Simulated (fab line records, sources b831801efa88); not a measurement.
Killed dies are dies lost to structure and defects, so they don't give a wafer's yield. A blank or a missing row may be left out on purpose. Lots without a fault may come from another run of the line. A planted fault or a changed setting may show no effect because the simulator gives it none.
Chamber matching | flow sky130 | SKY_VIA3_CMP_02 on cmp-01: 4 sister chambers
The step polishes SiO2. 20 wafers are shown with their chamber, then 10 later ones without.

WAFERS WITH THEIR CHAMBER
wafer  | chamber | motor_current_A (A) | platen_rpm (rpm)
L074.1 | 3       | 11.0                | 59.95
L074.3 | 0       | 12.0                | 60.01
L074.5 | 3       | 11.7                | 59.99
L075.4 | 2       | 12.0                | 60.04
L075.5 | 0       | 11.0                | 59.96
L075.6 | 3       | 11.0                | 60.00
L077.2 | 3       | 11.4                | 59.96
L077.3 | 0       | 11.3                | 59.98
L077.6 | 1       | 9.3                 | 60.08
L079.3 | 3       | 11.1                | 60.05
L079.4 | 0       | 12.0                | 59.97
L079.6 | 0       | 10.9                | 60.00
L082.1 | 3       | 12.1                | 60.04
L082.2 | 2       | 11.9                | 60.07
L082.5 | 2       | 12.4                | 60.02
L085.3 | 1       | 9.0                 | 60.03
L085.4 | 0       | 10.9                | 59.98
L085.6 | 1       | 9.6                 | 59.93
L090.3 | 2       | 12.3                | 59.91
L090.5 | 0       | 11.3                | 59.99

SIGNATURES (means of the wafers above)
reading         | chamber 0 | chamber 1 | chamber 2 | chamber 3 | scatter within a chamber
motor_current_A | 11.343    | 9.300     | 12.150    | 11.383    | 0.412
platen_rpm      | 59.9843   | 60.0133   | 60.0100   | 59.9983   | 0.0476
Rule: a wafer's distance from a chamber is the root of the sum, over the readings, of the square of ((its reading less the chamber's mean) divided by the reading's scatter). The wafer belongs to the nearest chamber; if the next one is less than 2 further off, it can't be placed. The scatter: the root of (the sum of the squares of (reading less its chamber's mean) over the shown wafers, divided by (wafers less chambers)).

WAFERS WITHOUT THEIR CHAMBER
wafer  | motor_current_A (A) | platen_rpm (rpm)
L090.6 | 10.9                | 59.90
L094.3 | 11.2                | 59.96
L094.4 | 11.8                | 60.03
L094.5 | 11.3                | 60.00
L095.1 | 11.9                | 59.97
L095.3 | 11.6                | 60.03
L095.6 | 9.4                 | 59.91
L097.1 | 11.9                | 60.02
L097.2 | 12.1                | 60.00
L097.3 | 9.4                 | 60.04

WHICH CHAMBER EACH WENT THROUGH
wafer  | from the rows above          | in truth
L090.6 | can't be placed: 0 or 3 or 2 | 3
L094.3 | can't be placed: 0 or 3 or 2 | 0
L094.4 | can't be placed: 2 or 3 or 0 | 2
L094.5 | can't be placed: 3 or 0 or 2 | 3
L095.1 | can't be placed: 2 or 0 or 3 | 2
L095.3 | can't be placed: 3 or 0 or 2 | 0
L095.6 | 1                            | 1
L097.1 | can't be placed: 2 or 3 or 0 | 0
L097.2 | can't be placed: 2 or 3 or 0 | 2
L097.3 | 1                            | 1
Placed correctly: 2 of 10. Can't be placed from these rows: 8 (the true chamber is among the candidates in 8). Placed wrongly: 0.
